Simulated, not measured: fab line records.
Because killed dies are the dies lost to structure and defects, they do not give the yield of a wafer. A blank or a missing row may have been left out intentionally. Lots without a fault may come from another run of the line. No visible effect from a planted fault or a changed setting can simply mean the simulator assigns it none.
Which tool did it? -- flow sky130 -- Sampling: 13 lots, 39 wafers, 4 of 708 route steps

WHAT THE GAUGES READ, wafer by wafer
SKY_SD_N_CD_MEAS_07: target cd 380 nm.
lot,measured,on,cd nm (nm)
L719,day 29 21:07,cd sem-02,383.7 382.9 383.3
L720,day 30 01:25,cd sem-01,381.5 384.7 381.9
L722,day 30 12:46,cd sem-01,375.6 376.5 376.5
L724,day 31 05:56,cd sem-01,380.6 377.9 381.2
L725,day 31 15:31,cd sem-01,382.4 385.7 382.2
L726,day 31 23:53,cd sem-01,378.9 378.1 377.8
L727,day 32 06:17,cd sem-02,381.4 382.3 381.6
L728,day 32 19:35,cd sem-02,382.0 379.0 381.0
L729,day 32 21:08,cd sem-02,380.8 379.8 378.2
L731,day 33 06:53,cd sem-01,385.3 380.0 377.9
L732,day 33 12:17,cd sem-02,382.7 383.8 382.5
L733,day 33 19:10,cd sem-02,385.6 386.8 386.8
L734,day 34 07:44,cd sem-01,388.7 387.9 388.0

SKY_LI_CONTACT_RS_MEAS_22: measures by four-point-probe.
lot,measured,on,LI_CONTACT_W_RS (ohm/sq)
L719,day 31 03:54,film metro-03,0.287 0.286 0.284
L720,day 31 07:57,film metro-02,0.285 0.287 0.285
L722,day 31 19:22,film metro-01,0.286 0.285 0.283
L724,day 32 12:53,film metro-01,0.282 0.283 0.281
L725,day 32 21:40,film metro-03,0.286 0.285 0.285
L726,day 33 05:49,film metro-02,0.288 0.280 0.277
L727,day 33 11:56,film metro-01,0.280 0.286 0.283
L728,day 34 01:34,film metro-01,0.286 0.283 0.282
L729,day 34 02:20,film metro-03,0.287 0.289 0.286
L731,day 34 12:46,film metro-03,0.285 0.284 0.285
L732,day 34 17:40,film metro-02,0.287 0.285 0.283
L733,day 35 00:04,film metro-03,0.287 0.285 0.283
L734,day 35 12:32,film metro-01,0.282 0.281 0.278

TOOL THAT RAN EACH LOT (tool first, then ch and the chambers of the sampled wafers, then the start)
lot,SKY_SD_N_DEVELOP_06,SKY_LI_CONTACT_CMP_02
L719,"litho track-03 ch 0, day 29 20:58","cmp-02 ch 0,1,3, day 29 22:28"
L720,"litho track-02 ch 0, day 30 01:17","cmp-01 ch 0,1,3, day 30 02:46"
L722,"litho track-04 ch 0, day 30 12:37","cmp-01 ch 0,2,3, day 30 14:12"
L724,"litho track-02 ch 0, day 31 05:44","cmp-02 ch 0,1,2, day 31 07:26"
L725,"litho track-04 ch 0, day 31 15:22","cmp-02 ch 0,1,2, day 31 17:00"
L726,"litho track-03 ch 0, day 31 23:44","cmp-02 ch 0,2,3, day 32 01:32"
L727,"litho track-03 ch 0, day 32 06:08","cmp-02 ch 0,1,3, day 32 07:44"
L728,"litho track-04 ch 0, day 32 19:26","cmp-02 ch 0,1,3, day 32 21:03"
L729,"litho track-03 ch 0, day 32 20:59","cmp-02 ch 0,3, day 32 22:32"
L731,"litho track-04 ch 0, day 33 06:44","cmp-02 ch 0,2, day 33 08:19"
L732,"litho track-03 ch 0, day 33 12:08","cmp-02 ch 0,1,2, day 33 13:50"
L733,"litho track-04 ch 0, day 33 19:01","cmp-02 ch 0,2,3, day 33 20:32"
L734,"litho track-04 ch 0, day 34 07:35","cmp-02 ch 0,1,2, day 34 09:06"
- SKY_SD_N_DEVELOP_06: develop time 60 s.
- SKY_LI_CONTACT_CMP_02: polishes PSG.

WHAT THE TOOLS THEMSELVES READ (means of the sampled wafers that have a number; where no wafer has one, the mark that the record gives instead)
SKY_SD_N_DEVELOP_06.
lot,tool,developer temp C (C)
L719,litho track-03,22.97
L720,litho track-02,22.97
L722,litho track-04,23.11
L724,litho track-02,22.90
L725,litho track-04,22.95
L726,litho track-03,23.00
L727,litho track-03,22.96
L728,litho track-04,23.02
L729,litho track-03,22.93
L731,litho track-04,22.93
L732,litho track-03,23.06
L733,litho track-04,20.57
L734,litho track-04,20.74

SKY_LI_CONTACT_CMP_02.
lot,tool,motor current A (A),time to endpoint s (s)
L719,cmp-02,11.0,29.0
L720,cmp-01,11.9,33.9
L722,cmp-01,13.0,35.0
L724,cmp-02,10.9,33.7
L725,cmp-02,10.9,34.1
L726,cmp-02,10.7,33.3
L727,cmp-02,11.0,33.2
L728,cmp-02,11.0,35.9
L729,cmp-02,11.1,32.5
L731,cmp-02,10.7,34.2
L732,cmp-02,11.0,36.5
L733,cmp-02,10.9,32.2
L734,cmp-02,10.8,35.9

THE ANSWER, worked out from the rows above alone
Rule: usual is defined by the lots themselves. Put in order of their means at a reading, lots are off if they are a third of the lots or fewer, leave a main group of 4 or more, and stand apart from it by a gap of 3 or more times the standard deviation of the main group's means; of several such gaps the widest counts. A main group is skipped when, at the precision printed for the reading in the tables above, its means are all equal. A lot without any number at a reading at which 4 lots or more have one is off too. Where the step has rows for the other lots, those lots are counted as sound. The gauges are gone through in route order, then the tools' own readings, and for those a lot's mean is taken as printed above. The first step at which some lot is off is used, and at that step the reading that is off furthest; a lot without a number counts as furthest.
Off, at SKY_SD_N_DEVELOP_06 on developer temp C: L733, L734. The main group has a mean of 22.98 C with a standard deviation of 0.059.
A tool fits if, at that step or a process step before it, it ran every lot that is off, and no sound lot after the first of them. One fits: SKY_SD_N_DEVELOP_06 on litho track-04. A fault onset in the window from L731 (day 33 06:44, its last sound lot) to L733 (day 33 19:01, its first lot off) fits.
On the lots that are off, the tool's own readings at SKY_SD_N_DEVELOP_06 differ by more than 5 times the standard deviation of the sound lots' means, which bears it out; developer temp C reads 20.66 C there versus 22.98 C on the sound lots.

WHAT HAD BEEN PUT IN BY THE SIMULATOR
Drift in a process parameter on litho track-04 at SKY_SD_N_DEVELOP_06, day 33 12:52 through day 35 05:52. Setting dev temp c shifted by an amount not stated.
Struck lots among those shown: L733, L734. Same finding as the rule above.
